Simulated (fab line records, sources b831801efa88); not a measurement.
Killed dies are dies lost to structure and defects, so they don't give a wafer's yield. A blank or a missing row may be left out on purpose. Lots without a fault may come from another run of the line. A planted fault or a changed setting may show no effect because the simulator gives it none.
Chamber matching | flow gf180mcu | GF_CONTACT_CMP_04 on cmp-01: 4 sister chambers
The step polishes SiO2. 8 wafers are shown with their chamber, then 7 later ones without.

WAFERS WITH THEIR CHAMBER
wafer  | chamber | motor_current_A (A) | time_to_endpoint_s (s)
L574.1 | 1       | 11.6                | 104
L577.2 | 3       | 11.3                | 123
L578.1 | 0       | 11.2                | 109
L578.2 | 3       | 11.8                | 114
L590.1 | 0       | 11.0                | 119
L590.6 | 2       | 13.1                | 121
L592.1 | 1       | 11.4                | 110
L592.3 | 2       | 12.7                | 115

WAFERS WITHOUT THEIR CHAMBER
wafer  | motor_current_A (A) | time_to_endpoint_s (s)
L592.6 | 13.4                | 122
L595.2 | 13.9                | 113
L595.5 | 10.8                | 122
L595.6 | 11.9                | 115
L596.1 | 11.2                | 113
L596.3 | 11.8                | 114
L596.4 | 13.2                | 119

WHICH CHAMBER EACH WENT THROUGH
wafer  | from the rows above          | in truth
L592.6 | 2                            | 2
L595.2 | 2                            | 2
L595.5 | can't be placed: 0 or 3      | 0
L595.6 | can't be placed: 3 or 1 or 0 | 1
L596.1 | can't be placed: 0 or 1 or 3 | 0
L596.3 | can't be placed: 3 or 1 or 0 | 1
L596.4 | 2                            | 2
Placed correctly: 3 of 7. Can't be placed from these rows: 4 (the true chamber is among the candidates in 4). Placed wrongly: 0.
How it was worked out, from the rows above alone: a wafer's distance from a chamber is the root of the sum, over the readings, of the square of ((its reading less the chamber's mean) divided by the reading's scatter). The wafer belongs to the nearest chamber; if the next one is less than 2 further off, it can't be placed. A chamber's mean is the mean of its shown wafers. The scatter: the root of (the sum of the squares of (reading less its chamber's mean) over the shown wafers, divided by (wafers less chambers)).
